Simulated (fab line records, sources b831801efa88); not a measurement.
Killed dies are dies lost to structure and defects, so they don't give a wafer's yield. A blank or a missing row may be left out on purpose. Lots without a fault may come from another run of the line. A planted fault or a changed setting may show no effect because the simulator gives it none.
Chamber matching | flow gf180mcu | GF_CONTACT_CVD_02 on pecvd-04: 3 sister chambers
The step deposits SiO2 from TEOS, target thk 860 nm, time 95.992 s. 14 wafers are shown with their chamber, then 7 later ones without.

WAFERS WITH THEIR CHAMBER
wafer  | chamber | heater_power_w (W) | rf_fwd_power_W (W)
L346.4 | 2       | 660                | 598.9
L346.5 | 1       | 597                | 595.3
L346.6 | 0       | 762                | 595.9
L348.2 | 1       | 638                | 596.7
L348.4 | 0       | 675                | 600.7
L348.5 | 2       | 699                | 593.2
L349.1 | 1       | 579                | 596.4
L349.3 | 0       | 745                | 596.8
L349.5 | 2       | 555                | 594.4
L353.1 | 1       | 617                | 595.2
L353.2 | 2       | 702                | 596.3
L353.4 | 0       | 710                | 596.0
L359.3 | 2       | 737                | 595.0
L359.4 | 1       | 475                | 598.1

SIGNATURES (means of the wafers above)
reading        | chamber 0 | chamber 1 | chamber 2 | scatter within a chamber
heater_power_w | 723.00    | 581.20    | 670.60    | 60.4
rf_fwd_power_W | 597.350   | 596.340   | 595.560   | 1.91
Rule: a wafer's distance from a chamber is the root of the sum, over the readings, of the square of ((its reading less the chamber's mean) divided by the reading's scatter). The wafer belongs to the nearest chamber; if the next one is less than 2 further off, it can't be placed. The scatter: the root of (the sum of the squares of (reading less its chamber's mean) over the shown wafers, divided by (wafers less chambers)).

WAFERS WITHOUT THEIR CHAMBER
wafer  | heater_power_w (W) | rf_fwd_power_W (W)
L359.6 | 751                | 595.3
L367.1 | 675                | 593.8
L367.4 | 642                | 596.5
L367.5 | 564                | 599.3
L368.3 | 722                | 596.9
L368.5 | 708                | 595.5
L368.6 | 589                | 596.8

WHICH CHAMBER EACH WENT THROUGH
wafer  | from the rows above          | in truth
L359.6 | can't be placed: 0 or 2 or 1 | 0
L367.1 | can't be placed: 2 or 0 or 1 | 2
L367.4 | can't be placed: 2 or 1 or 0 | 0
L367.5 | can't be placed: 1 or 2 or 0 | 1
L368.3 | can't be placed: 0 or 2      | 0
L368.5 | can't be placed: 2 or 0 or 1 | 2
L368.6 | can't be placed: 1 or 2 or 0 | 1
Placed correctly: 0 of 7. Can't be placed from these rows: 7 (the true chamber is among the candidates in 7). Placed wrongly: 0.
